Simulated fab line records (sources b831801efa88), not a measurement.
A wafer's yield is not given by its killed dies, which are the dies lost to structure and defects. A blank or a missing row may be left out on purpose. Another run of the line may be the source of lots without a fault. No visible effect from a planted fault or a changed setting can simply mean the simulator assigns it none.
Tool commonality check / flow gf180mcu / Lots sampled 14, wafers sampled 42

## REASON IT WAS OPENED
At GF_V2_THK_MEAS_03 the reading V2_CVD_02_THK is flagged on 2 of 14 lots. Wafers without a fault read 852 nm, standard deviation 11.
Rule: flag the lot when none of its wafers has a number, or when each of its wafers that has one lies beyond 4 standard deviations from that mean. The rest of the lots are taken to be sound.

lot=L793; measured=day 19 03:17; on=film_metro-04; V2_CVD_02_THK (nm), wafer by wafer=839 846 862; flag=
lot=L795; measured=day 20 01:29; on=film_metro-04; V2_CVD_02_THK (nm), wafer by wafer=848 859 859; flag=
lot=L796; measured=day 20 05:39; on=film_metro-02; V2_CVD_02_THK (nm), wafer by wafer=852 854 848; flag=
lot=L799; measured=day 21 20:43; on=film_metro-02; V2_CVD_02_THK (nm), wafer by wafer=859 871 878; flag=
lot=L802; measured=day 23 01:31; on=film_metro-04; V2_CVD_02_THK (nm), wafer by wafer=847 836 854; flag=
lot=L803; measured=day 23 01:59; on=film_metro-04; V2_CVD_02_THK (nm), wafer by wafer=519 532 515; flag=FLAGGED
lot=L804; measured=day 23 13:20; on=film_metro-02; V2_CVD_02_THK (nm), wafer by wafer=526 522 537; flag=FLAGGED
lot=L807; measured=day 24 14:12; on=film_metro-02; V2_CVD_02_THK (nm), wafer by wafer=849 852 878; flag=
lot=L808; measured=day 24 17:47; on=film_metro-04; V2_CVD_02_THK (nm), wafer by wafer=835 830 858; flag=
lot=L810; measured=day 25 09:54; on=film_metro-04; V2_CVD_02_THK (nm), wafer by wafer=846 835 863; flag=
lot=L812; measured=day 25 23:03; on=film_metro-01; V2_CVD_02_THK (nm), wafer by wafer=848 855 865; flag=
lot=L813; measured=day 26 14:22; on=film_metro-01; V2_CVD_02_THK (nm), wafer by wafer=855 868 863; flag=
lot=L814; measured=day 26 15:38; on=film_metro-01; V2_CVD_02_THK (nm), wafer by wafer=852 852 862; flag=
lot=L815; measured=day 26 22:54; on=film_metro-01; V2_CVD_02_THK (nm), wafer by wafer=852 847 850; flag=
Average over the flagged lots: 525 nm; offset from the usual -327 nm, equal to -30 standard deviations.

## EACH LOT AND THE TOOL IT RAN ON
3 process steps preceding the reading are held in the record, out of 602 steps in the route. Each cell gives the tool, then ch followed by the chambers the sampled wafers passed through, then the start.
lot=L793; flag=; GF_V1_STRIP_18=plasma_asher-02 ch 0,1, day 18 00:40; GF_M2_SPUTTER_00=pvd_sputter-02, day 18 01:53; GF_V2_CVD_02=pecvd-04 ch 0,1, day 19 03:13
lot=L795; flag=; GF_V1_STRIP_18=plasma_asher-01 ch 0,1, day 18 22:33; GF_M2_SPUTTER_00=pvd_sputter-04, day 18 23:47; GF_V2_CVD_02=pecvd-01 ch 0,2, day 20 01:25
lot=L796; flag=; GF_V1_STRIP_18=plasma_asher-02 ch 0,1, day 19 02:53; GF_M2_SPUTTER_00=pvd_sputter-04, day 19 04:05; GF_V2_CVD_02=pecvd-01 ch 0,1,2, day 20 05:32
lot=L799; flag=; GF_V1_STRIP_18=plasma_asher-02 ch 0,1, day 20 18:36; GF_M2_SPUTTER_00=pvd_sputter-04, day 20 19:52; GF_V2_CVD_02=pecvd-03 ch 0,1,2, day 21 20:38
lot=L802; flag=; GF_V1_STRIP_18=plasma_asher-02 ch 0,1, day 21 23:34; GF_M2_SPUTTER_00=pvd_sputter-04, day 22 00:47; GF_V2_CVD_02=pecvd-01 ch 0,2, day 23 01:26
lot=L803; flag=FLAGGED; GF_V1_STRIP_18=plasma_asher-03 ch 0,1, day 21 23:58; GF_M2_SPUTTER_00=pvd_sputter-02, day 22 01:10; GF_V2_CVD_02=pecvd-03 ch 0,2, day 23 01:53
lot=L804; flag=FLAGGED; GF_V1_STRIP_18=plasma_asher-02 ch 0,1, day 22 11:31; GF_M2_SPUTTER_00=pvd_sputter-03, day 22 12:43; GF_V2_CVD_02=pecvd-03 ch 1,2, day 23 13:14
lot=L807; flag=; GF_V1_STRIP_18=plasma_asher-01 ch 0,1, day 23 14:22; GF_M2_SPUTTER_00=pvd_sputter-04, day 23 15:35; GF_V2_CVD_02=pecvd-01 ch 0,2, day 24 14:08
lot=L808; flag=; GF_V1_STRIP_18=plasma_asher-03 ch 0,1, day 23 16:36; GF_M2_SPUTTER_00=pvd_sputter-04, day 23 17:49; GF_V2_CVD_02=pecvd-01 ch 0,2, day 24 17:43
lot=L810; flag=; GF_V1_STRIP_18=plasma_asher-03 ch 0,1, day 24 09:20; GF_M2_SPUTTER_00=pvd_sputter-02, day 24 10:34; GF_V2_CVD_02=pecvd-01 ch 0,1,2, day 25 09:50
lot=L812; flag=; GF_V1_STRIP_18=plasma_asher-03 ch 0,1, day 24 23:12; GF_M2_SPUTTER_00=pvd_sputter-02, day 25 00:25; GF_V2_CVD_02=pecvd-04 ch 1,2, day 25 22:58
lot=L813; flag=; GF_V1_STRIP_18=plasma_asher-01 ch 0,1, day 25 14:30; GF_M2_SPUTTER_00=pvd_sputter-04, day 25 15:45; GF_V2_CVD_02=pecvd-03 ch 0,1, day 26 14:17
lot=L814; flag=; GF_V1_STRIP_18=plasma_asher-03 ch 0, day 25 16:39; GF_M2_SPUTTER_00=pvd_sputter-03, day 25 17:54; GF_V2_CVD_02=pecvd-01 ch 1,2, day 26 15:34
lot=L815; flag=; GF_V1_STRIP_18=plasma_asher-01 ch 0,1, day 26 00:42; GF_M2_SPUTTER_00=pvd_sputter-03, day 26 01:58; GF_V2_CVD_02=pecvd-01 ch 0,1,2, day 26 22:50
What these steps do:
- GF_V1_STRIP_18: strips in O2/N2.
- GF_M2_SPUTTER_00: material Ti, target thk 37.5 nm, time 150 s.
- GF_V2_CVD_02: deposits SiO2 from TEOS, target thk 850 nm, time 94.851 s.
- GF_V2_THK_MEAS_03

## FLAGGED OVER TOTAL, TOOL BY TOOL (the gauges that took the reading come last)
step=GF_V1_STRIP_18; tool=plasma_asher-01; lots run=4; flagged=0; share of the flagged lots=none; sound lots run after its first flagged lot=-
step=GF_V1_STRIP_18; tool=plasma_asher-02; lots run=5; flagged=1; share of the flagged lots=some; sound lots run after its first flagged lot=0
step=GF_V1_STRIP_18; tool=plasma_asher-03; lots run=5; flagged=1; share of the flagged lots=some; sound lots run after its first flagged lot=4 (L808,L810,L812,L814)
step=GF_M2_SPUTTER_00; tool=pvd_sputter-02; lots run=4; flagged=1; share of the flagged lots=some; sound lots run after its first flagged lot=2 (L810,L812)
step=GF_M2_SPUTTER_00; tool=pvd_sputter-03; lots run=3; flagged=1; share of the flagged lots=some; sound lots run after its first flagged lot=2 (L814,L815)
step=GF_M2_SPUTTER_00; tool=pvd_sputter-04; lots run=7; flagged=0; share of the flagged lots=none; sound lots run after its first flagged lot=-
step=GF_V2_CVD_02; tool=pecvd-01; lots run=8; flagged=0; share of the flagged lots=none; sound lots run after its first flagged lot=-
step=GF_V2_CVD_02; tool=pecvd-03; lots run=4; flagged=2; share of the flagged lots=all; sound lots run after its first flagged lot=1 (L813)
step=GF_V2_CVD_02; tool=pecvd-04; lots run=2; flagged=0; share of the flagged lots=none; sound lots run after its first flagged lot=-
step=GF_V2_THK_MEAS_03; tool=film_metro-01; lots run=4; flagged=0; share of the flagged lots=none; sound lots run after its first flagged lot=-
step=GF_V2_THK_MEAS_03; tool=film_metro-02; lots run=4; flagged=1; share of the flagged lots=some; sound lots run after its first flagged lot=1 (L807)
step=GF_V2_THK_MEAS_03; tool=film_metro-04; lots run=6; flagged=1; share of the flagged lots=some; sound lots run after its first flagged lot=2 (L808,L810)

## WHAT THE TABLE ALLOWS
In the table, 1 row covers all flagged lots: pecvd-03 at GF_V2_CVD_02.
- pecvd-03 at GF_V2_CVD_02 ran 4 lots, 2 of them flagged. After the first flagged lot (L813), sound lots still ran on it; a lasting fault on the whole tool would not permit that.
Every row of the table either missed a flagged lot or ran a sound lot after the first.

## WHAT WAS PUT IN BY THE SIMULATOR
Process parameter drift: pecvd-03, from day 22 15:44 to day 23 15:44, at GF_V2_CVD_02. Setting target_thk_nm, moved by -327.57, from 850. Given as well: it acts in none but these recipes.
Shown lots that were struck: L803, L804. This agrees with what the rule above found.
